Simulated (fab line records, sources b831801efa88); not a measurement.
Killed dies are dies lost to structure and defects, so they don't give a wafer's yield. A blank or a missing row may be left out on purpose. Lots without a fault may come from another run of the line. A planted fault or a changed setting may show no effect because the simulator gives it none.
One fault seen from 2 desks | flow sky130 | each desk has only its own numbers; what lay behind them comes last

THE METROLOGY DESK
What the gauges read, lot by lot, whatever tool the lot ran on: means of the sampled wafers that have a number. A lot is out of limits, marked OUT, if its mean lies more than 4 standard deviations from the usual mean; the brackets give that distance.
Columns: A = SD_N_RS at SKY_SD_N_RS_MEAS_16, usual 68.61 ohm/sq
lot  | first seen here | A
L511 | day 29 00:25    | 68.62
L512 | day 29 14:22    | 68.44
L513 | day 29 15:48    | 68.59
L514 | day 29 21:46    | 68.72
L519 | day 31 09:55    | 68.55
L521 | day 31 20:46    | 68.53
L522 | day 31 22:57    | 68.65
L526 | day 33 16:42    | 68.62
L528 | day 33 21:25    | 67.60 (-8.4) OUT
L529 | day 34 09:14    | 67.49 (-9.4) OUT
L530 | day 34 12:44    | 67.70 (-7.6) OUT
This desk's finding: out of limits on L528, L529, L530; first on L528, day 33 21:25 (SD_N_RS at SKY_SD_N_RS_MEAS_16). In limits: L511, L512, L513, L514, L519, L521, L522, L526.

THE TOOL OWNER'S DESK: implanter-03
The tool's own readings at SKY_SD_N_IMPLANT_09: means of the sampled wafers that have a number, for each lot that ran on this tool. A lot is out of limits, marked OUT, if its mean lies more than 4 standard deviations from the usual mean; the brackets give that distance.
Columns: A = end_station_pressure_torr at SKY_SD_N_IMPLANT_09, usual 1.41e-05 Torr
lot  | first seen here | A
L512 | day 29 13:41    | 1.54e-05
L514 | day 29 21:05    | 1.49e-05
L519 | day 31 09:14    | 1.54e-05
L522 | day 31 22:16    | 1.46e-05
L528 | day 33 20:43    | 5.30e-05 (+32) OUT
L529 | day 34 08:34    | 5.15e-05 (+31) OUT
L530 | day 34 12:04    | 5.32e-05 (+33) OUT
This desk's finding: out of limits on L528, L529, L530; first on L528, day 33 20:43 (end_station_pressure_torr at SKY_SD_N_IMPLANT_09). In limits: L512, L514, L519, L522.

PUT TOGETHER
The tool owner's desk could have raised an alarm at day 33 20:43, on L528, L529, L530.
The metrology desk could have raised an alarm at day 33 21:25, on L528, L529, L530.
Of the lots named, all ran SKY_SD_N_IMPLANT_09 on implanter-03.

WHAT THE SIMULATOR HAD PUT IN
Process parameter drift: implanter-03, from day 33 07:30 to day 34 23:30, at SKY_SD_N_IMPLANT_09. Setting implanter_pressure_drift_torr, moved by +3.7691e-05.
Process parameter drift: implanter-03, from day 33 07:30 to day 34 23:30, at SKY_SD_N_IMPLANT_09. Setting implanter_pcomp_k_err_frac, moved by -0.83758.
Lots struck among those shown: L528, L529, L530.
Hours from the fault's start to each desk's first reading out of limits: the tool owner's desk, 13; the metrology desk, 14.
